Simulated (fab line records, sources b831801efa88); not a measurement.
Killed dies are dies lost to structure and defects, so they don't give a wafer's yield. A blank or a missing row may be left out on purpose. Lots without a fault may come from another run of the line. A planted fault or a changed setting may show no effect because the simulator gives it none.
Which tool did it? | flow gf180mcu | 14 lots, 42 wafers sampled, at 4 steps of a route of 602

WHAT THE GAUGES READ, wafer by wafer
GF_SALICIDE_RS_MEAS_04: measures by four-point-probe.
lot  | measured     | on            | SALICIDE_TIN_RS (ohm/sq)
L161 | day 15 02:14 | film_metro-03 | 16.4 15.9 15.8
L162 | day 15 08:26 | film_metro-02 | 16.6 17.0 16.6
L164 | day 16 03:59 | film_metro-02 | 16.1 16.2 16.3
L165 | day 16 13:41 | film_metro-04 | 16.6 16.0 16.0
L166 | day 16 23:59 | film_metro-03 | 16.5 16.4 16.2
L167 | day 17 01:49 | film_metro-03 | 16.7 16.7 16.5
L176 | day 20 14:43 | film_metro-04 | 16.5 16.7 16.7
L177 | day 21 01:06 | film_metro-02 | 16.1 16.3 15.9
L178 | day 21 06:20 | film_metro-02 | 16.6 16.8 17.0
L179 | day 21 14:29 | film_metro-02 | 16.3 16.6 16.2
L180 | day 21 21:52 | film_metro-02 | 16.5 16.0 15.9
L181 | day 22 09:28 | film_metro-04 | 16.1 16.3 15.7
L182 | day 22 13:32 | film_metro-02 | 16.8 16.9 16.1
L184 | day 23 14:10 | film_metro-04 | 15.9 16.1 16.1

GF_CONTACT_BOW_MEAS_05.
lot  | measured     | on            | CONTACT_BOW (um)
L161 | day 15 03:20 | film_metro-04 | 68 74 62
L162 | day 15 09:29 | film_metro-03 | 66 65 58
L164 | day 16 05:00 | film_metro-01 | 68 61 68
L165 | day 16 14:42 | film_metro-01 | 60 60 56
L166 | day 17 01:05 | film_metro-01 | 59 61 67
L167 | day 17 02:56 | film_metro-03 | 65 52 46
L176 | day 20 15:43 | film_metro-03 | 63 58 62
L177 | day 21 02:07 | film_metro-04 | 72 71 72
L178 | day 21 07:21 | film_metro-01 | 57 52 62
L179 | day 21 15:30 | film_metro-04 | 61 56 71
L180 | day 21 22:52 | film_metro-03 | 59 75 61
L181 | day 22 10:46 | film_metro-04 | 78 64 63
L182 | day 22 14:33 | film_metro-03 | 59 53 68
L184 | day 23 15:10 | film_metro-04 | 68 69 71

WHICH TOOL RAN EACH LOT (tool, then ch and the chambers of the sampled wafers, then the start)
lot  | GF_SALICIDE_SPUTTER_03       | GF_CONTACT_CMP_04
L161 | pvd_sputter-01, day 15 02:13 | cmp-01 ch 0,1,3, day 15 03:05
L162 | pvd_sputter-01, day 15 08:23 | cmp-01 ch 0,1,3, day 15 09:16
L164 | pvd_sputter-04, day 16 03:57 | cmp-02 ch 1,2,3, day 16 04:41
L165 | pvd_sputter-01, day 16 13:40 | cmp-01 ch 0,1,2, day 16 14:27
L166 | pvd_sputter-04, day 16 23:57 | cmp-01 ch 0,2,3, day 17 00:47
L167 | pvd_sputter-02, day 17 01:47 | cmp-01 ch 0,2,3, day 17 02:41
L176 | pvd_sputter-02, day 20 14:41 | cmp-01 ch 0,1,2, day 20 15:25
L177 | pvd_sputter-01, day 21 01:05 | cmp-01 ch 0,1,2, day 21 01:52
L178 | pvd_sputter-02, day 21 06:14 | cmp-01 ch 0,1,3, day 21 07:08
L179 | pvd_sputter-01, day 21 14:26 | cmp-01 ch 0,1,2, day 21 15:11
L180 | pvd_sputter-01, day 21 21:50 | cmp-02 ch 0,2, day 21 22:34
L181 | pvd_sputter-01, day 22 09:26 | cmp-01 ch 1,2,3, day 22 10:34
L182 | pvd_sputter-02, day 22 13:31 | cmp-01 ch 1,2,3, day 22 14:18
L184 | pvd_sputter-01, day 23 14:03 | cmp-02 ch 0,2,3, day 23 14:51
- GF_SALICIDE_SPUTTER_03: material TiN, target thk 20 nm, time 16.7 s.
- GF_CONTACT_CMP_04: polishes SiO2.

WHAT THE TOOLS THEMSELVES READ (means of the sampled wafers that have a number; where no wafer has one, the mark that the record gives instead)
GF_SALICIDE_SPUTTER_03.
lot  | tool           | throttle_valve_pct (%)
L161 | pvd_sputter-01 | 30.3
L162 | pvd_sputter-01 | 29.5
L164 | pvd_sputter-04 | 28.9
L165 | pvd_sputter-01 | 29.5
L166 | pvd_sputter-04 | 29.0
L167 | pvd_sputter-02 | 29.8
L176 | pvd_sputter-02 | 28.9
L177 | pvd_sputter-01 | 29.6
L178 | pvd_sputter-02 | 29.8
L179 | pvd_sputter-01 | 30.6
L180 | pvd_sputter-01 | 30.2
L181 | pvd_sputter-01 | 30.6
L182 | pvd_sputter-02 | 30.4
L184 | pvd_sputter-01 | 30.6

GF_CONTACT_CMP_04.
lot  | tool   | motor_current_A (A) | time_to_endpoint_s (s)
L161 | cmp-01 | 12.4                | 115
L162 | cmp-01 | 12.3                | 121
L164 | cmp-02 | 10.9                | 116
L165 | cmp-01 | 12.3                | 126
L166 | cmp-01 | 12.6                | 125
L167 | cmp-01 | 12.1                | 133
L176 | cmp-01 | 12.4                | 117
L177 | cmp-01 | 12.5                | 118
L178 | cmp-01 | 12.6                | 128
L179 | cmp-01 | 12.4                | 120
L180 | cmp-02 | 11.8                | 119
L181 | cmp-01 | 13.0                | 112
L182 | cmp-01 | 13.1                | 118
L184 | cmp-02 | 11.3                | 111

THE ANSWER, worked out from the rows above alone
Rule: what is usual is taken from the lots themselves. Put in order of their means at a reading, lots are off if they are a third of the lots or fewer, leave a main group of 4 or more, and stand apart from it by a gap of 3 or more times the standard deviation of the main group's means; of several such gaps the widest counts. A main group whose means are all the same, to the digits that the tables above print for the reading, isn't used. A lot without any number at a reading at which 4 lots or more have one is off too. The other lots that the step has rows for count as sound. The gauges are gone through in route order, then the tools' own readings, and for those a lot's mean is taken as printed above. The first step at which some lot is off is used, and at that step the reading that is off furthest; a lot without a number counts as furthest.
No lot is off at any reading shown: from this, nothing can be told.

WHAT THE SIMULATOR HAD PUT IN
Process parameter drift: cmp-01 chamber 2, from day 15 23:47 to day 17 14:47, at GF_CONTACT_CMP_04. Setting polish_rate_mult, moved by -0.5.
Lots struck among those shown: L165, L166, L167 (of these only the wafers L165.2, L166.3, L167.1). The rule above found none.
